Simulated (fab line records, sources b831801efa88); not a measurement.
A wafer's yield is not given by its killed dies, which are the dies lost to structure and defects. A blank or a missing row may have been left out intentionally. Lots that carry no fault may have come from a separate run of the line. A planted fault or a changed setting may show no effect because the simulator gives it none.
Struck lot and sound lot, side by side    flow sky130    18 steps out of a route of 708
Sound: the wafers L471.1, L471.5, L471.6. Struck: wafers L482.1, L482.3. The cause comes at the end.
For every step that has rows: the tool of each side, followed by ch and its chambers, followed by its first start. Under that, the readings that differ: sound wafers    struck wafers    difference of the means    sigmas: that difference in standard deviations of wafers without a fault.
alike: a reading whose means differ by less than 2 such deviations, as well as words and numbers matching on both sides. not compared: withheld readings; readings where some wafer has no value; bounds like >300 that might hide an equal value; numbers whose values overlap and for which the record gives no deviation.
A row with sigmas, a row that says differs or no value, or rows on one side alone: a step with any of these is where the two part. Numbers that don't overlap but have no deviation are shown without sigmas and don't part them. A reading that every wafer of one side lacks parts them only if that side has two wafers or more.

first, 5 steps without rows for these wafers: SKY_VIA4_COAT_06 (resist thk 1140 nm); SKY_VIA4_SOFTBAKE_07 (time 60 s); SKY_VIA4_EXPOSE_08 (exposes mask VIM4, target cd 800 nm); SKY_VIA4_PEB_09; SKY_VIA4_DEVELOP_10 (develop time 60 s).
SKY_VIA4_OVL_MEAS_11:
  sound on overlay-01 at day 43 21:23; struck on overlay-02 at day 46 19:23
  alike: VIA4_OVL
SKY_VIA4_ETCH_12: etches SiO2 in C4F8/O2/Ar, stops on TiN, target depth 580 nm.
  sound on rieDiel-02 ch 0,1, day 43 21:26; struck on rieDiel-02 ch 0,3, day 46 19:26
  alike: oesProductAu
SKY_VIA4_STRIP_13: strips in O2/N2.
  sound on plasmaAsher-01 ch 0,1, day 43 21:30; struck on plasmaAsher-02 ch 1, day 46 19:30
  alike: drypumpMotorCurrentA, n2FlowSccm, o2FlowSccm, oesProductAu, stripTimeToEndpointS
  not compared: rfHoursCounterH
then, 3 steps without rows for these wafers: SKY_VIA4_STRIP_14 (strips in post etch residue remover, time 1200 s); SKY_VIA4_CLEAN_15 (cleans in IPA, time 180 s); SKY_VIA4_CLEAN_16 (cleans in O3/DIW).
SKY_VIA4_SPUTTER_17: material TiN, target thk 20 nm, time 80 s.
  sound on pvdSputter-03 at day 43 22:05; struck on pvdSputter-03 at day 46 20:10
  alike: throttleValvePct
SKY_VIA4_CVD_18: deposits W, target thk 505 nm, time 152.14 s.
  sound on cvdW-02 ch 0,1, day 43 22:10; struck on cvdW-01 ch 0,1, day 46 20:13
reading                            sound            struck       difference  sigmas
model.W_of_VIA4_CVD_18.thkNm (nm)  504 504.7 509.8  848.6 852.9  +344.6      
  alike: heaterPowerW
SKY_VIA4_RS_MEAS_19: measures by four-point-probe.
  sound on filmMetro-01 at day 43 22:19; struck on filmMetro-01 at day 46 20:40
reading             sound                 struck         difference  sigmas
VIA4_W_RS (ohm/sq)  0.2273 0.2267 0.2245  0.1344 0.1340  -0.0920     -44
  not compared: hold
SKY_VIA4_THK_MEAS_20: measures by xrf.
  sound on filmMetro-01 at day 43 22:26; struck on filmMetro-01 at day 46 22:14
reading          sound        struck   difference  sigmas
VIA4_W_THK (nm)  489 493 495  836 821  +336        +44
  not compared: hold
SKY_VIA4_CMP_21: polishes, stops on SiO2, t overpolish 25 s, target thk 0 nm.
  sound on cmp-01 ch 0,1, day 43 22:29; struck on cmp-02 ch 2,3, day 47 00:44
reading              sound        struck                                           difference                    sigmas
hold                 - - -        awaitDispo/2.2h/release awaitDispo/2.2h/release  no value on the sound wafers  
timeToEndpointS (s)  122 119 119  202 204                                          +83                           +24
  alike: motorCurrentA, platenRpm
SKY_METAL5_SPUTTER_00: material Ti, target thk 15 nm, time 10 s.
  sound on pvdSputter-01 at day 43 22:47; struck on pvdSputter-02 at day 47 00:59
  alike: throttleValvePct
next, for these wafers, 1 step has no rows: SKY_PAD_OPEN_PROBE_99.

WHERE THEY PART
Earliest at SKY_VIA4_RS_MEAS_19; latest, in this record, at SKY_VIA4_CMP_21. Later steps at which nothing parts them and some readings are alike: SKY_METAL5_SPUTTER_00.

WHY: what the simulator had put in
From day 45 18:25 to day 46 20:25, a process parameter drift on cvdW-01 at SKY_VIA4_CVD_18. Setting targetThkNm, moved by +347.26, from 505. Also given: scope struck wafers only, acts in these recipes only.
